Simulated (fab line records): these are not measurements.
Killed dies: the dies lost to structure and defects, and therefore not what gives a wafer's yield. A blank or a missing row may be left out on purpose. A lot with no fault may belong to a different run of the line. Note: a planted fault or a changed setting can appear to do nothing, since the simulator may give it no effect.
fab line records	flow gf180mcu
record: lots: 10	wafers: 30	last_day: 34
route steps=602 shown VT_IMPLANT@132 PSD@257 SAB@277 CONTACT@290
lots that met no fault: from a run of the same line without faults
start_h: start of the lot's first displayed wafer, in hours after the record's first day	wait_h: hours since the lot's step before	" same as the row above	L1.1+2: one row covering several wafers at once	- no value, or no start was given	* or withheld: withheld	< > ~ a bound
route shown NAME@n: a module of which the file shows steps, and the number in the route of the first	usual: mean/standard deviation of fault-free wafers	same: alike in all rows	chamber/n: place in a boat	sites: the reading at each site	_std_site: their standard deviation	_edge_site: the outer-site mean with the inner-site mean subtracted	radius_mm: for every site, how far away it sits from the centre of the wafer	mask NAME#n: copy n	behind: the most recent tool/chamber to have shaped the wafer	hold: the reason the lot was held/the length of the hold in hours/how it ended	device: the transistor (n, p or np) that didn't switch	end of line: tests run on the same wafers once the route is complete	for a step that has no rows: nothing shown but its recipe	killed: count of dies lost to structure and defects at first sort (not the wafer's yield)	map: per-die view of a wafer (x killed, . not killed, _ where there is no die)
set.NAME: the setting the step ran with; set.NAME@STEP: the setting that earlier step ran with	model.NAME: the simulator's own value behind a step, which no gauge read
one table for each step of the route and one row for each wafer, over a sample of lots
services: from which hour (start_h, from the record's first day; less than 0 if before it) a tool's chamber was out of use, for how many hours, and why
== steps ==
step: GF_VT_IMPLANT_STRIP_42
recipe: chemistry: O2/N2	power_w: 1400	pressure_mtorr: 1500	platen_temp_c: 250	o2_flow_sccm: 3000	n2_flow_sccm: 300	overash_fraction: 0.5
usual: drypump_motor_current_A: 5.70/0.23	heater_power_w: 327/36	oes_product_au: 0.716/0.0044	strip_time_to_endpoint_s: 12.63/0.038
lot.wafer	tool	chamber	start_h	wait_h	drypump_motor_current_A	heater_power_w	oes_product_au	rf_hours_counter_h	strip_time_to_endpoint_s
L687.2	plasma_asher-01	0	164.30	0.1	5.59	361	0.712	52	12.62
L687.4	"	1	"	"	5.74	364	0.715	-	12.59
L687.5	"	0	"	"	5.57	362	0.715	-	12.60
L688.2	plasma_asher-04	1	171.38	0.1	6.36	280	0.715	54	12.61
L688.3	"	0	"	"	5.30	369	0.721	-	12.64
L688.6	"	1	"	"	6.33	285	0.706	-	12.62
L690.1	plasma_asher-02	0	183.15	0.1	5.73	279	0.715	5	12.65
L690.4	"	0	"	"	5.72	286	0.720	-	12.67
L690.6	"	0	"	"	5.70	275	0.713	-	12.63
L692.3	plasma_asher-01	0	193.68	0.1	5.60	362	0.722	-	12.65
L692.4	"	1	"	"	5.74	364	0.715	-	12.70
L692.5	"	1	"	"	5.71	362	0.715	-	12.65
L693.2	plasma_asher-02	0	202.78	0.1	5.70	277	0.716	7	12.55
L693.5	"	1	"	"	5.67	329	0.719	-	12.59
L693.6	"	0	"	"	5.71	286	0.717	-	12.59
L695.2	plasma_asher-01	0	216.00	0.1	5.59	353	0.711	57	12.59
L695.5	"	0	"	"	5.60	362	0.719	-	12.61
L695.6	"	1	"	"	5.73	366	0.722	-	12.60
L703.3	plasma_asher-02	1	267.67	0.1	5.71	320	0.725	-	12.62
L703.4	"	0	"	"	5.71	281	0.724	-	12.62
L703.6	"	0	"	"	5.70	282	0.710	-	12.65
L707.3	plasma_asher-02	0	296.58	0.1	5.69	289	0.717	-	12.65
L707.5	"	1	"	"	5.66	328	0.708	-	12.64
L707.6	"	0	"	"	5.70	278	0.718	-	12.63
L708.2	plasma_asher-01	0	304.74	0.1	5.59	356	0.720	67	12.64
L708.3	"	1	"	"	5.73	359	0.713	-	12.63
L708.4	"	0	"	"	5.61	351	0.718	-	12.67
L709.1	plasma_asher-02	0	315.78	0.1	5.71	282	0.719	18	12.68
L709.5	"	0	"	"	5.70	275	0.714	-	12.62
L709.6	"	1	"	"	5.69	316	0.711	-	12.64
step: GF_PSD_IMPLANT_09
recipe: species: BF2	energy_kev: 40	dose_cm2: 1.5e+15	tilt_deg: 7
usual: beam_energy_keV: 40.001/0.013	beam_on_s: 10.01/0.21	dose_ions_cm2: 1.5e+15/1.4e+12
lot.wafer	tool	chamber	start_h	wait_h	beam_energy_keV	beam_on_s	dose_ions_cm2
L687.2	implanter-03	0	330.56	0.0	40.013	10.11	1.4997e+15
L687.4	"	0	"	"	40.018	10.14	1.5021e+15
L687.5	"	0	"	"	40.007	9.89	1.5004e+15
L688.2	implanter-02	0	333.99	0.0	40.001	9.85	1.5013e+15
L688.3	"	0	"	"	39.999	10.06	1.4996e+15
L688.6	"	0	"	"	39.986	9.61	1.5004e+15
L690.1	implanter-02	0	351.05	0.0	40.013	9.86	1.5006e+15
L690.4	"	0	"	"	40.007	9.93	1.4994e+15
L690.6	"	0	"	"	40.009	9.82	1.5016e+15
L692.3	implanter-02	0	364.25	0.1	34.080	10.14	1.4961e+15
L692.4	"	0	"	"	34.102	10.22	1.4982e+15
L692.5	"	0	"	"	34.104	9.89	1.4988e+15
L693.2	implanter-03	0	372.97	0.0	40.003	9.92	1.5005e+15
L693.5	"	0	"	"	40.007	10.41	1.5014e+15
L693.6	"	0	"	"	40.000	9.87	1.5005e+15
L695.2	implanter-02	0	390.01	0.0	34.076	10.13	1.4997e+15
L695.5	"	0	"	"	34.091	9.85	1.4994e+15
L695.6	"	0	"	"	34.096	10.18	1.5015e+15
L703.3	implanter-04	0	457.30	0.1	39.984	10.13	1.5023e+15
L703.4	"	0	"	"	40.003	10.36	1.4978e+15
L703.6	"	0	"	"	39.983	10.20	1.4997e+15
L707.3	implanter-02	0	491.03	0.1	40.000	9.96	1.5019e+15
L707.5	"	0	"	"	39.997	10.34	1.4999e+15
L707.6	"	0	"	"	39.990	9.74	1.5008e+15
L708.2	implanter-03	0	501.64	0.0	40.003	10.28	1.4992e+15
L708.3	"	0	"	"	40.000	9.98	1.4986e+15
L708.4	"	0	"	"	40.013	9.90	1.4992e+15
L709.1	implanter-02	0	515.10	0.0	39.997	9.99	1.5027e+15
L709.5	"	0	"	"	40.000	9.95	1.4988e+15
L709.6	"	0	"	"	39.992	10.06	1.5008e+15
step: GF_PSD_STRIP_10
recipe: chemistry: O2/N2	power_w: 1400	pressure_mtorr: 1500	platen_temp_c: 250	o2_flow_sccm: 3000	n2_flow_sccm: 300	overash_fraction: 0.5
usual: drypump_motor_current_A: 5.5/0.45	heater_power_w: 306/29	oes_product_au: 0.592/0.0045	strip_time_to_endpoint_s: 16.52/0.036
lot.wafer	tool	chamber	start_h	wait_h	drypump_motor_current_A	heater_power_w	oes_product_au	rf_hours_counter_h	strip_time_to_endpoint_s
L687.2	plasma_asher-03	0	330.69	0.1	4.8	282	0.590	54	16.51
L687.4	"	0	"	"	4.8	289	0.590	-	16.55
L687.5	"	0	"	"	4.8	287	0.599	-	16.51
L688.2	plasma_asher-02	0	334.12	0.1	5.7	274	0.592	19	16.57
L688.3	"	0	"	"	5.7	279	0.604	-	16.52
L688.6	"	0	"	"	5.7	279	0.591	-	16.53
L690.1	plasma_asher-02	0	351.20	0.1	5.7	275	0.594	21	16.52
L690.4	"	0	"	"	5.7	281	0.588	-	16.50
L690.6	"	0	"	"	5.7	281	0.593	-	16.51
L692.3	plasma_asher-03	0	364.39	0.1	4.8	276	0.606	-	15.97
L692.4	"	1	"	"	5.3	322	0.602	-	15.96
L692.5	"	1	"	"	5.3	322	0.605	-	15.95
L693.2	plasma_asher-02	0	373.10	0.1	5.7	276	0.597	23	16.47
L693.5	"	1	"	"	5.7	316	0.588	-	16.45
L693.6	"	0	"	"	5.7	273	0.593	-	16.48
L695.2	plasma_asher-04	0	390.13	0.1	5.3	363	0.603	77	15.92
L695.5	"	1	"	"	6.3	281	0.599	-	15.97
L695.6	"	0	"	"	5.3	358	0.600	-	15.96
L703.3	plasma_asher-03	1	457.44	0.1	5.3	319	0.579	-	16.53
L703.4	"	0	"	"	4.8	274	0.590	-	16.54
L703.6	"	1	"	"	5.3	329	0.588	-	16.52
L707.3	plasma_asher-02	0	491.17	0.1	5.7	281	0.598	-	16.41
L707.5	"	0	"	"	5.7	284	0.591	-	16.44
L707.6	"	1	"	"	5.7	317	0.587	-	16.48
L708.2	plasma_asher-04	1	501.77	0.1	6.3	284	0.594	89	16.53
L708.3	"	1	"	"	6.3	286	0.594	-	16.56
L708.4	"	0	"	"	5.3	364	0.595	-	16.52
L709.1	plasma_asher-04	0	515.25	0.1	5.3	358	0.599	91	16.56
L709.5	"	0	"	"	5.3	368	0.591	-	16.52
L709.6	"	1	"	"	6.3	284	0.600	-	16.53
step: GF_PSD_TW_MEAS_11
usual: PSD_TW: 3163/19
lot.wafer	tool	chamber	start_h	wait_h	PSD_TW
L687.2	film_metro-02	-	330.80	0.1	3147
L687.4	"	-	"	"	3162
L687.5	"	-	"	"	3157
L688.2	film_metro-03	-	334.23	0.1	3187
L688.3	"	-	"	"	3188
L688.6	"	-	"	"	3188
L690.1	film_metro-02	-	351.30	0.1	3150
L690.4	"	-	"	"	3148
L690.6	"	-	"	"	3144
L692.3	film_metro-03	-	364.47	0.1	3047
L692.4	"	-	"	"	3028
L692.5	"	-	"	"	3061
L693.2	film_metro-02	-	373.21	0.1	3135
L693.5	"	-	"	"	3132
L693.6	"	-	"	"	3134
L695.2	film_metro-02	-	390.24	0.1	3005
L695.5	"	-	"	"	3013
L695.6	"	-	"	"	3019
L703.3	film_metro-02	-	457.52	0.1	3189
L703.4	"	-	"	"	3174
L703.6	"	-	"	"	3169
L707.3	film_metro-02	-	491.25	0.1	3150
L707.5	"	-	"	"	3160
L707.6	"	-	"	"	3145
L708.2	film_metro-02	-	501.88	0.1	3160
L708.3	"	-	"	"	3153
L708.4	"	-	"	"	3157
L709.1	film_metro-02	-	515.35	0.1	3148
L709.5	"	-	"	"	3152
L709.6	"	-	"	"	3140
step: GF_PSD_RS_MEAS_15
recipe: thk_meas_gauge: four-point-probe
usual: PSD_RS: 108.6/0.31
lot.wafer	tool	chamber	start_h	wait_h	PSD_RS[ohm/sq]
L687.2	film_metro-03	-	331.12	0.1	108.3
L687.4	"	-	"	"	108.5
L687.5	"	-	"	"	108.3
L688.2	film_metro-02	-	334.55	0.1	108.6
L688.3	"	-	"	"	108.5
L688.6	"	-	"	"	108.7
L690.1	film_metro-01	-	351.62	0.1	108.8
L690.4	"	-	"	"	108.5
L690.6	"	-	"	"	108.5
L692.3	film_metro-03	-	364.81	0.1	116.7
L692.4	"	-	"	"	116.8
L692.5	"	-	"	"	116.9
L693.2	film_metro-01	-	373.54	0.1	109.1
L693.5	"	-	"	"	108.6
L693.6	"	-	"	"	108.5
L695.2	film_metro-01	-	390.57	0.1	117.4
L695.5	"	-	"	"	117.1
L695.6	"	-	"	"	117.3
L703.3	film_metro-03	-	457.86	0.1	108.5
L703.4	"	-	"	"	108.5
L703.6	"	-	"	"	108.4
L707.3	film_metro-03	-	491.59	0.1	108.6
L707.5	"	-	"	"	108.6
L707.6	"	-	"	"	108.7
L708.2	film_metro-01	-	502.20	0.1	108.5
L708.3	"	-	"	"	108.7
L708.4	"	-	"	"	108.7
L709.1	film_metro-01	-	515.67	0.1	109.1
L709.5	"	-	"	"	109.1
L709.6	"	-	"	"	109.1
step: GF_SAB_STRIP_13
recipe: chemistry: O2/N2	power_w: 1400	pressure_mtorr: 1500	platen_temp_c: 250	o2_flow_sccm: 3000	n2_flow_sccm: 300	overash_fraction: 0.5
usual: drypump_motor_current_A: 5.5/0.33	heater_power_w: 309/29	oes_product_au: 0.709/0.0045	strip_time_to_endpoint_s: 12.618/0.029
lot.wafer	tool	chamber	start_h	wait_h	drypump_motor_current_A	heater_power_w	oes_product_au	rf_hours_counter_h	strip_time_to_endpoint_s
L687.2	plasma_asher-02	1	353.32	0.0	5.7	323	0.711	21	12.645
L687.4	"	0	"	"	5.7	279	0.705	-	12.594
L687.5	"	1	"	"	5.6	324	0.708	-	12.632
L688.2	plasma_asher-02	1	356.23	0.0	5.7	319	0.709	22	12.615
L688.3	"	0	"	"	5.7	271	0.709	-	12.624
L688.6	"	1	"	"	5.7	321	0.712	-	12.646
L690.1	plasma_asher-01	0	378.35	0.0	5.6	357	0.699	74	12.599
L690.4	"	0	"	"	5.6	357	0.710	-	12.567
L690.6	"	1	"	"	5.8	361	0.719	-	12.609
L692.3	plasma_asher-03	1	388.11	0.0	5.3	321	0.711	-	12.618
L692.4	"	0	"	"	4.8	279	0.712	-	12.621
L692.5	"	1	"	"	5.3	336	0.716	-	12.639
L693.2	plasma_asher-01	0	396.75	0.0	5.6	360	0.708	76	12.635
L693.5	"	0	"	"	5.6	364	0.716	-	12.639
L693.6	"	1	"	"	5.7	359	0.709	-	12.608
L695.2	plasma_asher-02	1	414.45	0.0	5.6	329	0.705	27	12.593
L695.5	"	1	"	"	5.6	327	0.708	-	12.585
L695.6	"	0	"	"	5.7	279	0.709	-	12.651
L703.3	plasma_asher-02	1	482.02	0.0	5.7	327	0.701	-	12.656
L703.4	"	0	"	"	5.7	275	0.708	-	12.645
L703.6	"	0	"	"	5.7	272	0.709	-	12.618
L707.3	plasma_asher-02	0	515.45	0.0	5.7	278	0.709	-	12.615
L707.5	"	1	"	"	5.7	327	0.709	-	12.612
L707.6	"	0	"	"	5.7	275	0.707	-	12.619
L708.2	plasma_asher-02	0	525.00	0.0	5.7	284	0.707	39	12.643
L708.3	"	1	"	"	5.7	330	0.709	-	12.605
L708.4	"	0	"	"	5.7	281	0.707	-	12.635
L709.1	plasma_asher-03	1	538.68	0.0	5.4	326	0.710	76	12.607
L709.5	"	0	"	"	4.8	291	0.708	-	12.604
L709.6	"	1	"	"	5.3	327	0.706	-	12.599
step: GF_CONTACT_THK_MEAS_03
recipe: reads: SiO2_of_CONTACT_CVD_02
usual: CONTACT_CVD_02_THK: 860/11
lot.wafer	tool	chamber	start_h	wait_h	CONTACT_CVD_02_THK[nm]
L687.2	film_metro-01	-	354.24	0.0	840
L687.4	"	-	"	"	868
L687.5	"	-	"	"	855
L688.2	film_metro-03	-	357.16	0.1	859
L688.3	"	-	"	"	874
L688.6	"	-	"	"	881
L690.1	film_metro-04	-	379.25	0.0	857
L690.4	"	-	"	"	876
L690.6	"	-	"	"	880
L692.3	film_metro-03	-	388.99	0.1	849
L692.4	"	-	"	"	873
L692.5	"	-	"	"	865
L693.2	film_metro-03	-	397.65	0.0	867
L693.5	"	-	"	"	864
L693.6	"	-	"	"	875
L695.2	film_metro-01	-	415.35	0.0	873
L695.5	"	-	"	"	868
L695.6	"	-	"	"	882
L703.3	film_metro-04	-	482.90	0.1	853
L703.4	"	-	"	"	857
L703.6	"	-	"	"	854
L707.3	film_metro-04	-	516.33	0.1	840
L707.5	"	-	"	"	862
L707.6	"	-	"	"	854
L708.2	film_metro-03	-	525.89	0.0	867
L708.3	"	-	"	"	858
L708.4	"	-	"	"	864
L709.1	film_metro-04	-	539.61	0.1	844
L709.5	"	-	"	"	874
L709.6	"	-	"	"	874
== services ==
tool	chamber	start_h	hours	kind
plasma_asher-01	-	147.96	3.3	repair
implanter-03	-	169.16	0.8	repair
plasma_asher-02	-	178.72	3.8	repair
plasma_asher-02	-	191.86	0.7	repair
plasma_asher-03	-	197.22	2.8	pm
implanter-03	-	206.15	4.4	pm
plasma_asher-02	-	206.65	2.4	repair
implanter-02	-	209.41	4.7	repair
implanter-03	-	217.86	6.7	repair
plasma_asher-01	-	225.84	0.6	repair
implanter-03	-	241.50	2.3	repair
plasma_asher-01	-	247.98	4.5	repair
implanter-03	-	273.72	4.0	pm
plasma_asher-02	-	310.99	1.8	repair
plasma_asher-02	-	325.37	0.7	repair
plasma_asher-04	-	328.00	2.8	pm
implanter-03	-	346.41	20.0	repair
implanter-02	-	369.89	2.0	repair
implanter-02	-	373.67	6.6	pm
plasma_asher-01	-	421.25	9.0	pm
plasma_asher-03	-	439.27	0.8	repair
plasma_asher-01	-	449.46	7.5	repair
plasma_asher-01	-	486.34	0.3	repair
plasma_asher-04	-	508.72	0.3	repair
== key ==
first_sign: step: GF_PSD_IMPLANT_09	reading: beam_energy_keV	direction: down	sigmas: 99+	usual: 40.001	struck: 34.092
effect: step: GF_PSD_STRIP_10	reading: strip_time_to_endpoint_s	direction: down	sigmas: 16	usual: *	struck: *
effect: step: GF_PSD_TW_MEAS_11	reading: PSD_TW	direction: down	sigmas: 7.1	usual: 3163	struck: 3029
effect: step: GF_PSD_RS_MEAS_15	reading: PSD_RS	direction: up	sigmas: 27	usual: 108.6	struck: 117.0
met_at GF_PSD_IMPLANT_09
struck_lots L692,L695
tester_left_out L692,L695
not_acting_at GF_VT_IMPLANT_STRIP_42,GF_SAB_STRIP_13,GF_CONTACT_THK_MEAS_03
onset_between 351.05 364.25
fault: kind: process_parameter_drift	tool: implanter-02	chamber: -	onset_h: 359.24	steps: GF_PSD_IMPLANT_09	channel: energy_kev	offset: -5.9217	shape: step	end_h: 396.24	acts_in: these_recipes_only	stated: 40
tester_left_out: of these lots the tester's yield and bins aren't shown, on N5 and GAA mostly nor the transistor test; their killed dies are dies lost to structure and defects alone, not to doping, threshold or leakage, so they don't give the yield
